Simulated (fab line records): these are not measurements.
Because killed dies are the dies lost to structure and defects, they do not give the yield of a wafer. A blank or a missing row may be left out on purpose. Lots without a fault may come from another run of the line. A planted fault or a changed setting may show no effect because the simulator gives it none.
Chamber matching	flow sky130	SKY_SPACER_ETCHBACK_02 on rieDiel-01 has 4 sister chambers
The step etches Si3N4 in CH3F/O2, stops on SiO2, time 46.7 s, target depth 45 nm. 16 wafers are shown with their chamber, then 8 later ones without.

## WAFERS, EACH WITH ITS CHAMBER
wafer	chamber	drypumpMotorCurrentA (A)	oesProductAu (a.u.)	ch3fFlowSccm (sccm)
L635.1	2	5.8	0.839	40.09
L635.3	1	4.8	0.854	39.98
L635.5	0	5.7	0.854	39.95
L639.1	1	4.9	0.851	39.79
L639.3	3	5.6	0.848	40.06
L639.5	1	4.9	0.861	39.67
L642.2	1	4.8	0.850	39.74
L642.4	2	5.9	0.842	40.05
L642.5	3	5.7	0.850	40.02
L645.3	3	5.6	0.850	40.09
L645.5	3	5.6	0.855	39.97
L645.6	2	5.8	0.847	40.08
L646.1	2	5.9	0.844	39.93
L646.5	0	5.7	0.850	40.15
L646.6	1	4.8	0.847	39.99
L656.1	0	5.7	0.848	39.83

SIGNATURES (means of the wafers above)
reading	chamber 0	chamber 1	chamber 2	chamber 3	scatter within a chamber
drypumpMotorCurrentA	5.700	4.840	5.850	5.625	0.0496
oesProductAu	0.85067	0.85260	0.84300	0.85075	0.00401
ch3fFlowSccm	39.9767	39.8340	40.0375	40.0350	0.115
Rule: a wafer's distance from a chamber is the root of the sum, over the readings, of the square of ((its reading less the chamber's mean) divided by the reading's scatter). The wafer belongs to the nearest chamber; if the next one is less than 2 further off, it can't be placed. The scatter is the square root of a quotient: the sum, over the shown wafers, of each reading's squared deviation from its chamber's mean, divided by wafers minus chambers.

## WAFERS MISSING THEIR CHAMBER
wafer	drypumpMotorCurrentA (A)	oesProductAu (a.u.)	ch3fFlowSccm (sccm)
L656.4	5.6	0.846	39.96
L656.6	4.8	0.842	39.83
L657.2	4.9	0.842	40.11
L657.3	5.6	0.847	40.05
L657.6	5.6	0.852	40.02
L658.1	5.9	0.863	40.06
L658.2	4.8	0.838	40.02
L658.3	5.6	0.849	39.93

## THE CHAMBER EACH PASSED THROUGH
wafer	from the rows above	in truth
L656.4	can't be placed: 3 or 0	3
L656.6	1	1
L657.2	1	1
L657.3	can't be placed: 3 or 0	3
L657.6	can't be placed: 3 or 0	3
L658.1	can't be placed: 2 or 0 or 3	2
L658.2	1	1
L658.3	can't be placed: 3 or 0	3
Correctly placed: 3 of 8. These rows do not allow placing 5 (true chamber among the candidates in 5). 0 placed wrongly.
